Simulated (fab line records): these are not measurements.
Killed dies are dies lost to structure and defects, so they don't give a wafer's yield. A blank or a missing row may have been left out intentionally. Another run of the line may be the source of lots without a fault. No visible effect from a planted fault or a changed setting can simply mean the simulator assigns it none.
fab line records | flow gf180mcu
record lots=7 | wafers=21 | lastDay=32
route steps=602 shown M4@464 V4@476 PASSIVATION@602
lots untouched by any fault: they come from a run of this same line in which no faults occurred
startH: hours from the record's opening day to when the first of the lot's shown wafers began | waitH: time in hours since the lot's previous step | " same as the row above | L1.1+2: a row that stands for several wafers | - value missing, or start not given | * or withheld: withheld | < > ~ a bound
route shown NAME@n: NAME is a module with steps in the file, n the number in the route of the first one | usual: mean/standard deviation taken from wafers without a fault | same: alike in all rows | chamber/n: place in a boat | sites: readings site by site | _std_site: their standard deviation | _edge_site: the outer-site mean with the inner-site mean subtracted | radiusMm: for every site, how far away it sits from the centre of the wafer | mask NAME#n: copy n | behind: the most recent tool/chamber to have shaped the wafer | hold: reason for holding the lot/hours on hold/outcome of the hold | device: names the non-switching transistor (n, p or np) | end of line: the tests these same wafers got at the end of their route | a step given without rows: its recipe and nothing more | killed: dies that structure and defects cost at the first sort, which is not the same as the wafer's yield | map: a wafer's dies, x killed, . not, _ none there
set.NAME: setting as actually run; set.NAME@STEP: the setting as run at that earlier step | model.NAME: the simulator's own value behind a step, which no gauge read
a table for each step, a row for each wafer; lots at some steps of the route
services: from which hour (startH, from the record's first day; less than 0 if before it) a tool's chamber was out of use, for how many hours, and why
## steps
# step GF_M4_HMDS_08
# recipe primeTimeS=60 | primeTempC=120
# step GF_M4_COAT_09
# recipe resist=KrF | spinRpm=withheld | resistThkNm=1000
# step GF_M4_SOFTBAKE_10
# recipe tempC=130 | timeS=60 | resist=KrF
# step GF_M4_EXPOSE_11
# recipe maskId=Metal4 | targetCdNm=280 | na=0.68 | sourceShape=conventional | sigmaOuter=0.6 | doseMj=28
# step GF_M4_PEB_12
# recipe pebTempC=135 | pebTimeS=90 | resist=KrF
# step GF_M4_DEVELOP_13
# recipe developTimeS=60 | devTempC=21
# step GF_M4_CD_MEAS_14
# recipe targetCdNm=280
# usual cdNm=279.9/0.99
lot.wafer | tool     | chamber | startH | waitH | cdNm
L862.2    | cdSem-02 | -       | 538.04 | 0.1   | 278.0
L862.3    | "        | -       | "      | "     | 279.6
L862.5    | "        | -       | "      | "     | 277.5
L863.3    | cdSem-01 | -       | 543.32 | 0.1   | 280.0
L863.4    | "        | -       | "      | "     | 279.9
L863.5    | "        | -       | "      | "     | 280.3
L868.2    | cdSem-02 | -       | 583.62 | 0.2   | 280.6
L868.4    | "        | -       | "      | "     | 278.8
L868.6    | "        | -       | "      | "     | 281.9
L870.1    | cdSem-01 | -       | 599.68 | 0.1   | 281.2
L870.5    | "        | -       | "      | "     | 281.9
L870.6    | "        | -       | "      | "     | 280.8
L873.1    | cdSem-02 | -       | 624.82 | 0.1   | 280.2
L873.5    | "        | -       | "      | "     | 279.4
L873.6    | "        | -       | "      | "     | 280.8
L876.3    | cdSem-01 | -       | 648.56 | 0.1   | 280.9
L876.4    | "        | -       | "      | "     | 280.1
L876.6    | "        | -       | "      | "     | 280.4
L878.1    | cdSem-02 | -       | 661.77 | 0.1   | 280.3
L878.3    | "        | -       | "      | "     | 279.7
L878.6    | "        | -       | "      | "     | 280.7
# step GF_M4_OVL_MEAS_15
# usual M4_OVL=3/5.9
lot.wafer | tool       | chamber | startH | waitH | M4_OVL[nm]
L862.2    | overlay-02 | -       | 538.15 | 0.1   | -5
L862.3    | "          | -       | "      | "     | -8
L862.5    | "          | -       | "      | "     | -7
L863.3    | overlay-02 | -       | 543.41 | 0.1   | 9
L863.4    | "          | -       | "      | "     | -6
L863.5    | "          | -       | "      | "     | -2
L868.2    | overlay-01 | -       | 583.73 | 0.1   | 5
L868.4    | "          | -       | "      | "     | -2
L868.6    | "          | -       | "      | "     | 8
L870.1    | overlay-02 | -       | 599.80 | 0.1   | 7
L870.5    | "          | -       | "      | "     | 9
L870.6    | "          | -       | "      | "     | 0
L873.1    | overlay-02 | -       | 624.94 | 0.1   | 3
L873.5    | "          | -       | "      | "     | 1
L873.6    | "          | -       | "      | "     | -1
L876.3    | overlay-02 | -       | 648.65 | 0.1   | 6
L876.4    | "          | -       | "      | "     | 3
L876.6    | "          | -       | "      | "     | 2
L878.1    | overlay-01 | -       | 661.89 | 0.1   | 2
L878.3    | "          | -       | "      | "     | 7
L878.6    | "          | -       | "      | "     | 4
# step GF_M4_METAL_ETCH_16
# recipe chemistry=Cl2/BCl3 | maskMaterial=KrF | targetDepthNm=627.5 | stopOn=SiO2 | pressureMtorr=8 | icpW=800 | biasW=140 | Cl2_flow_sccm=80 | bcl3FlowSccm=40 | timeS=104.6
# usual biasW=140.0/0.41 | drypumpMotorCurrentA=5.7/0.41 | oesProductAu=0.969/0.0067 | throttleValvePct=28.254/0.01
lot.wafer | tool        | chamber | startH | waitH | biasW | drypumpMotorCurrentA | oesProductAu | rfHoursCounterH | throttleValvePct
L862.2    | rieMetal-04 | 1       | 538.18 | 0.0   | 139.4 | 5.8                  | 0.972        | 6               | 28.266
L862.3    | "           | 1       | "      | "     | 139.7 | 5.8                  | 0.961        | -               | 28.262
L862.5    | "           | 0       | "      | "     | 140.2 | 5.7                  | 0.971        | -               | 28.273
L863.3    | rieMetal-04 | 1       | 543.51 | 0.1   | 140.2 | 5.8                  | 0.970        | -               | 28.247
L863.4    | "           | 1       | "      | "     | 139.8 | 5.8                  | 0.972        | -               | 28.262
L863.5    | "           | 1       | "      | "     | 140.2 | 5.8                  | 0.968        | -               | 28.270
L868.2    | rieMetal-04 | 1       | 583.76 | 0.0   | 140.8 | 5.8                  | 0.956        | 7               | 28.259
L868.4    | "           | 1       | "      | "     | 139.8 | 5.8                  | 0.964        | -               | 28.275
L868.6    | "           | 1       | "      | "     | 140.4 | 5.8                  | 0.970        | -               | 28.252
L870.1    | rieMetal-04 | 1       | 599.84 | 0.0   | 139.7 | 5.8                  | 0.971        | 8               | 28.243
L870.5    | "           | 1       | "      | "     | 139.6 | 5.8                  | 0.970        | -               | 28.246
L870.6    | "           | 0       | "      | "     | 140.4 | 5.7                  | 0.970        | -               | 28.247
L873.1    | rieMetal-02 | 1       | 624.98 | 0.0   | 140.0 | 6.2                  | 0.970        | 11              | 28.265
L873.5    | "           | 0       | "      | "     | 140.2 | 6.0                  | 0.962        | -               | 28.258
L873.6    | "           | 1       | "      | "     | 140.7 | 6.2                  | 0.978        | -               | 28.256
L876.3    | rieMetal-01 | 1       | 648.75 | 0.1   | 140.0 | 5.0                  | 0.965        | -               | 28.251
L876.4    | "           | 1       | "      | "     | 140.7 | 5.0                  | 0.968        | -               | 28.259
L876.6    | "           | 1       | "      | "     | 140.2 | 5.0                  | 0.969        | -               | 28.239
L878.1    | rieMetal-01 | 1       | 661.93 | 0.0   | 140.4 | 5.0                  | 0.980        | 4               | 28.245
L878.3    | "           | 1       | "      | "     | 140.3 | 5.0                  | 0.969        | -               | 28.244
L878.6    | "           | 1       | "      | "     | 140.5 | 5.0                  | 0.969        | -               | 28.241
# step GF_M4_STRIP_17
# recipe chemistry=O2/N2 | powerW=1400 | pressureMtorr=1500 | platenTempC=250 | o2FlowSccm=3000 | n2FlowSccm=300 | overashFraction=0.5
# usual drypumpMotorCurrentA=5.64/0.28 | heaterPowerW=329/25 | oesProductAu=0.559/0.0051 | stripTimeToEndpointS=7.91/0.044
lot.wafer | tool           | chamber | startH | waitH | drypumpMotorCurrentA | heaterPowerW | oesProductAu | rfHoursCounterH | stripTimeToEndpointS
L862.2    | plasmaAsher-03 | 0       | 538.29 | 0.1   | 5.16                 | 351          | 0.553        | 42              | 7.90
L862.3    | "              | 1       | "      | "     | 5.97                 | 297          | 0.559        | -               | 7.90
L862.5    | "              | 0       | "      | "     | 5.13                 | 353          | 0.546        | -               | 7.80
L863.3    | plasmaAsher-03 | 1       | 543.69 | 0.1   | 5.99                 | 300          | 0.565        | -               | 7.89
L863.4    | "              | 0       | "      | "     | 5.14                 | 356          | 0.554        | -               | 7.91
L863.5    | "              | 0       | "      | "     | 5.14                 | 347          | 0.570        | -               | 7.95
L868.2    | plasmaAsher-01 | 0       | 583.87 | 0.1   | 5.89                 | 321          | 0.564        | 81              | 7.92
L868.4    | "              | 0       | "      | "     | 5.84                 | 316          | 0.559        | -               | 7.91
L868.6    | "              | 0       | "      | "     | 5.89                 | 327          | 0.562        | -               | 7.96
L870.1    | plasmaAsher-03 | 1       | 599.95 | 0.1   | 6.00                 | 308          | 0.562        | 47              | 7.93
L870.5    | "              | 1       | "      | "     | 5.96                 | 299          | 0.561        | -               | 7.97
L870.6    | "              | 0       | "      | "     | 5.13                 | 356          | 0.554        | -               | 7.91
L873.1    | plasmaAsher-01 | 1       | 625.09 | 0.1   | 5.56                 | 362          | 0.567        | 86              | 7.96
L873.5    | "              | 1       | "      | "     | 5.56                 | 357          | 0.548        | -               | 7.81
L873.6    | "              | 0       | "      | "     | 5.95                 | 331          | 0.562        | -               | 7.94
L876.3    | plasmaAsher-02 | 0       | 648.93 | 0.1   | 5.60                 | 314          | 0.555        | -               | 7.92
L876.4    | "              | 1       | "      | "     | 5.61                 | 314          | 0.561        | -               | 7.92
L876.6    | "              | 0       | "      | "     | 5.60                 | 312          | 0.561        | -               | 7.94
L878.1    | plasmaAsher-03 | 0       | 662.15 | 0.2   | 5.15                 | 361          | 0.561        | 54              | 7.92
L878.3    | "              | 0       | "      | "     | 5.16                 | 355          | 0.562        | -               | 7.93
L878.6    | "              | 0       | "      | "     | 5.17                 | 359          | 0.554        | -               | 7.93
# step GF_M4_STRIP_18
# recipe chemistry=postEtchResidueRemover | timeS=1200 | tempC=72.5
# step GF_M4_CLEAN_19
# recipe chemistry=DIW | dry=n2Spin
# step GF_V4_CVD_00
# recipe material=SiO2 | targetThkNm=600 | sigmaOpenFrac=0.3 | tempC=400 | timeS=100 | sih4FlowSccm=60 | pressureMtorr=6
# usual sih4FlowSccm=60.01/0.18
lot.wafer | tool      | chamber | startH | waitH | sih4FlowSccm
L862.2    | hdpcvd-01 | 0       | 538.82 | 0.0   | 59.73
L862.3    | "         | 2       | "      | "     | 59.79
L862.5    | "         | 0       | "      | "     | 59.90
L863.3    | hdpcvd-02 | 2       | 544.19 | 0.0   | 60.23
L863.4    | "         | 2       | "      | "     | 59.91
L863.5    | "         | 0       | "      | "     | 59.83
L868.2    | hdpcvd-01 | 0       | 584.40 | 0.0   | 60.06
L868.4    | "         | 2       | "      | "     | 60.19
L868.6    | "         | 0       | "      | "     | 60.15
L870.1    | hdpcvd-01 | 1       | 600.49 | 0.0   | 59.83
L870.5    | "         | 2       | "      | "     | 59.95
L870.6    | "         | 1       | "      | "     | 59.81
L873.1    | hdpcvd-01 | 0       | 625.71 | 0.0   | 59.82
L873.5    | "         | 1       | "      | "     | 59.64
L873.6    | "         | 0       | "      | "     | 60.14
L876.3    | hdpcvd-02 | 0       | 649.54 | 0.0   | 60.04
L876.4    | "         | 0       | "      | "     | 60.09
L876.6    | "         | 1       | "      | "     | 59.97
L878.1    | hdpcvd-02 | 2       | 662.77 | 0.0   | 60.00
L878.3    | "         | 0       | "      | "     | 60.24
L878.6    | "         | 1       | "      | "     | 60.42
# step GF_V4_THK_MEAS_01
# recipe reads=SiO2_of_V4_CVD_00
# usual V4_CVD_00_THK=598/8.4
lot.wafer | tool         | chamber | startH | waitH | V4_CVD_00_THK[nm]
L862.2    | filmMetro-04 | -       | 538.91 | 0.0   | 592
L862.3    | "            | -       | "      | "     | 596
L862.5    | "            | -       | "      | "     | 594
L863.3    | filmMetro-04 | -       | 544.29 | 0.1   | 614
L863.4    | "            | -       | "      | "     | 611
L863.5    | "            | -       | "      | "     | 597
L868.2    | filmMetro-03 | -       | 584.50 | 0.1   | 463
L868.4    | "            | -       | "      | "     | 472
L868.6    | "            | -       | "      | "     | 461
L870.1    | filmMetro-03 | -       | 600.56 | 0.0   | 451
L870.5    | "            | -       | "      | "     | 472
L870.6    | "            | -       | "      | "     | 452
L873.1    | filmMetro-04 | -       | 625.79 | 0.0   | 468
L873.5    | "            | -       | "      | "     | 456
L873.6    | "            | -       | "      | "     | 465
L876.3    | filmMetro-04 | -       | 649.63 | 0.1   | 597
L876.4    | "            | -       | "      | "     | 599
L876.6    | "            | -       | "      | "     | 605
L878.1    | filmMetro-01 | -       | 662.84 | 0.0   | 610
L878.3    | "            | -       | "      | "     | 602
L878.6    | "            | -       | "      | "     | 599
# step GF_V4_CVD_02
# recipe material=SiO2 | targetThkNm=850 | precursor=TEOS | tempC=400 | timeS=94.851 | rfW=600
# usual heaterPowerW=637/78
lot.wafer | tool     | chamber | startH | waitH | heaterPowerW
L862.2    | pecvd-01 | 2       | 538.96 | 0.0   | 723
L862.3    | "        | 0       | "      | "     | 682
L862.5    | "        | 1       | "      | "     | 640
L863.3    | pecvd-02 | 0       | 544.33 | 0.0   | 550
L863.4    | "        | 2       | "      | "     | 814
L863.5    | "        | 1       | "      | "     | 761
L868.2    | pecvd-03 | 2       | 584.55 | 0.0   | 644
L868.4    | "        | 2       | "      | "     | 523
L868.6    | "        | 1       | "      | "     | 597
L870.1    | pecvd-01 | 0       | 600.62 | 0.1   | 660
L870.5    | "        | 0       | "      | "     | 674
L870.6    | "        | 1       | "      | "     | 530
L873.1    | pecvd-03 | 0       | 625.85 | 0.1   | 526
L873.5    | "        | 1       | "      | "     | 731
L873.6    | "        | 0       | "      | "     | 577
L876.3    | pecvd-02 | 1       | 649.67 | 0.0   | 658
L876.4    | "        | 0       | "      | "     | 578
L876.6    | "        | 1       | "      | "     | 699
L878.1    | pecvd-01 | 0       | 662.90 | 0.1   | 625
L878.3    | "        | 2       | "      | "     | 769
L878.6    | "        | 1       | "      | "     | 541
# step GF_PASSIVATION_PROBE_99
lot.wafer  | tool      | chamber | startH | waitH | model.etest.tester.sort_bin_3_pct
L862.2+3+5 | prober-01 | -       | 673.03 | 0.1   | 0.2033
L863.3     | prober-02 | -       | 678.21 | 0.2   | 0.2033
L863.4     | prober-02 | -       | 678.26 | 0.2   | 0.6098
L863.5     | prober-02 | -       | 678.31 | 0.2   | 0.4065
L868.2+4   | prober-01 | -       | 711.53 | 0.1   | 0.813
L868.6     | prober-01 | -       | 711.73 | 0.2   | 0.6098
L870.1+5+6 | prober-01 | -       | 723.58 | 0.1   | -
L873.1     | prober-02 | -       | 745.53 | 0.1   | 0.6098
L873.5     | prober-02 | -       | 745.73 | 0.2   | 1.626
L873.6     | prober-02 | -       | 745.78 | 0.2   | 0.4065
L876.3     | prober-01 | -       | 765.43 | 0.2   | 0.4065
L876.4     | prober-01 | -       | 765.48 | 0.2   | 1.016
L876.6     | prober-01 | -       | 765.58 | 0.2   | 0.6098
L878.1     | prober-01 | -       | 776.48 | 0.1   | 0.2033
L878.3     | prober-01 | -       | 776.58 | 0.2   | 0
L878.6     | prober-01 | -       | 776.73 | 0.2   | 0.6098
# killed by level:class
L862.2 V3:geometricParticle:open=8 CONTACT:geometricParticle:open=5 V1:geometricParticle:open=5 V4:geometricParticle:open=5 M1:geometricParticle:short=4 CONTACT:geometricParticle:short=3 V2:geometricParticle:open=3 POLY_GATE:geometricParticle:open=2
L862.3 CONTACT:geometricParticle:open=6 V2:geometricParticle:open=6 V4:geometricParticle:open=6 V5:geometricParticle:open=4 STI:geometricParticle:short=3 V3:geometricParticle:open=3 M4:geometricParticle:short=3 STI:geometricParticle:open=2
L862.5 V1:geometricParticle:open=6 STI:geometricParticle:open=4 M1:geometricParticle:short=4 V2:geometricParticle:open=4 STI:geometricParticle:short=2 CONTACT:geometricParticle:short=2 CONTACT:geometricParticle:open=2 V3:geometricParticle:open=2
L863.3 V2:geometricParticle:open=5 STI:geometricParticle:short=4 CONTACT:geometricParticle:open=4 V1:geometricParticle:open=4 CONTACT:geometricParticle:short=2 M1:geometricParticle:short=2 M2:geometricParticle:short=2 V3:geometricParticle:open=2
L863.4 STI:geometricParticle:open=4 V1:geometricParticle:open=4 CONTACT:geometricParticle:open=3 V4:geometricParticle:short=3 STI:geometricParticle:short=2 M1:geometricParticle:open=2 M2:geometricParticle:open=2 V3:geometricParticle:short=2
L863.5 STI:geometricParticle:open=7 CONTACT:geometricParticle:open=6 STI:geometricParticle:short=4 V2:geometricParticle:short=3 V2:geometricParticle:open=3 V3:geometricParticle:open=3 V4:geometricParticle:open=3 V5:geometricParticle:open=3
L868.2 V4:geometricParticle:open=5 V3:geometricParticle:open=4 STI:geometricParticle:open=3 CONTACT:geometricParticle:open=3 V2:geometricParticle:open=3 V3:geometricParticle:short=3 V5:geometricParticle:short=3 STI:geometricParticle:short=2
L868.4 CONTACT:geometricParticle:open=8 V1:geometricParticle:open=6 V2:geometricParticle:open=5 M1:geometricParticle:short=4 V3:geometricParticle:open=4 V5:geometricParticle:open=4 STI:geometricParticle:short=3 CONTACT:geometricParticle:short=3
L868.6 V1:geometricParticle:open=6 V5:geometricParticle:open=6 V3:geometricParticle:open=5 V1:geometricParticle:short=4 STI:geometricParticle:open=3 M2:geometricParticle:short=3 STI:geometricParticle:short=2 CONTACT:geometricParticle:open=2
L873.1 V1:geometricParticle:open=6 M4:geometricParticle:short=5 STI:geometricParticle:short=4 V2:geometricParticle:open=4 V5:geometricParticle:short=4 V3:geometricParticle:open=3 SAB:geometricParticle:open=2 SALICIDE:geometricParticle:short=2
L873.5 CONTACT:geometricParticle:open=6 V4:areaCvd=4 V3:geometricParticle:open=3 V4:geometricParticle:open=3 STI:geometricParticle:short=2 STI:geometricParticle:open=2 M2:geometricParticle:short=2 V2:geometricParticle:short=2
L873.6 V1:geometricParticle:open=4 V5:geometricParticle:open=4 STI:geometricParticle:open=3 CONTACT:geometricParticle:open=3 M3:geometricParticle:short=3 V3:geometricParticle:open=3 V2:geometricParticle:short=2 V2:geometricParticle:open=2
L876.3 CONTACT:geometricParticle:open=6 V3:geometricParticle:open=6 V4:geometricParticle:open=5 V5:geometricParticle:open=4 STI:geometricParticle:short=3 M3:geometricParticle:short=3 M4:geometricParticle:short=3 V1:geometricParticle:short=2
L876.4 V4:geometricParticle:open=6 CONTACT:geometricParticle:open=5 V1:geometricParticle:short=5 V3:geometricParticle:open=5 M4:geometricParticle:short=3 M1:geometricParticle:short=2 V1:geometricParticle:open=2 M2:geometricParticle:short=2
L876.6 CONTACT:geometricParticle:open=8 V3:geometricParticle:open=4 V4:geometricParticle:open=4 V5:geometricParticle:open=4 M4:geometricParticle:short=3 V1:geometricParticle:open=3 V5:geometricParticle:short=3 STI:geometricParticle:open=2
L878.1 V3:geometricParticle:open=7 V4:geometricParticle:open=6 M1:geometricParticle:short=4 M4:geometricParticle:short=4 V1:geometricParticle:short=3 V5:geometricParticle:open=3 STI:geometricParticle:open=2 POLY_GATE:geometricParticle:short=2
L878.3 V2:geometricParticle:open=6 V3:geometricParticle:open=5 V1:geometricParticle:open=4 V5:geometricParticle:open=4 CONTACT:geometricParticle:open=3 CONTACT:geometricParticle:short=3 V5:geometricParticle:short=3 STI:geometricParticle:short=2
L878.6 V4:geometricParticle:open=5 CONTACT:geometricParticle:open=5 V3:geometricParticle:open=5 V5:geometricParticle:open=5 V1:geometricParticle:open=4 V2:geometricParticle:open=4 STI:geometricParticle:short=3 POLY_GATE:geometricParticle:open=3
## services
tool           | chamber | startH | hours | kind
rieMetal-04    | -       | 519.72 | 1.1   | repair
hdpcvd-02      | -       | 528.04 | 0.3   | repair
rieMetal-02    | 0       | 528.82 | 6.7   | repair
hdpcvd-01      | -       | 539.25 | 15.0  | pm
hdpcvd-01      | 0       | 539.25 | 15.0  | ventCycle
hdpcvd-01      | 1       | 539.25 | 15.0  | ventCycle
hdpcvd-01      | 2       | 539.25 | 15.0  | ventCycle
rieMetal-04    | 0       | 541.50 | -     | clean
rieMetal-04    | 0       | 541.50 | 11.7  | scheduledDown
rieMetal-04    | 0       | 541.50 | 11.7  | ventCycle
rieMetal-01    | 1       | 551.14 | -     | clean
rieMetal-01    | 1       | 551.14 | 22.3  | scheduledDown
hdpcvd-01      | 0       | 554.25 | -     | clean
hdpcvd-01      | 1       | 554.25 | -     | clean
hdpcvd-01      | 2       | 554.25 | -     | clean
rieMetal-01    | -       | 558.94 | 2.8   | pm
plasmaAsher-03 | -       | 563.94 | 2.8   | pm
pecvd-02       | -       | 591.12 | 14.0  | pm
pecvd-03       | -       | 603.10 | 0.7   | repair
pecvd-02       | 2       | 605.03 | 4.9   | repair
rieMetal-01    | -       | 616.04 | 1.4   | pm
rieMetal-01    | 0       | 624.43 | 4.0   | repair
pecvd-02       | 0       | 634.23 | 3.4   | repair
rieMetal-04    | -       | 646.98 | 28.1  | pm
## key
firstSign step=GF_V4_THK_MEAS_01 | reading=V4_CVD_00_THK | direction=down | sigmas=16 | usual=598 | struck=462
effect none on later readings
modelEffect step=GF_PASSIVATION_PROBE_99 | value=etest.tester.sort_bin_3_pct | without=0.4743 | struck=0.813
metAt GF_V4_CVD_00
struckWafers L868.2,L868.4,L868.6,L870.1,L870.5,L870.6,L873.1,L873.5,L873.6
sortLeftOut L870.1,L870.5,L870.6
onsetBetween 538.82 584.40
fault kind=siteProfileDrift | tool=hdpcvd-01 | chamber=- | onsetH=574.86 | steps=GF_V4_CVD_00 | basis=fraction | maxAbsDrift=0.50974 | slopeSharePerHr=113.28 | sitePattern=0,0,0,0,0,-1,-1,-1,-1
# sortLeftOut: the simulated sort isn't trusted on such a fault, so these wafers' sort isn't shown, and their yield isn't known
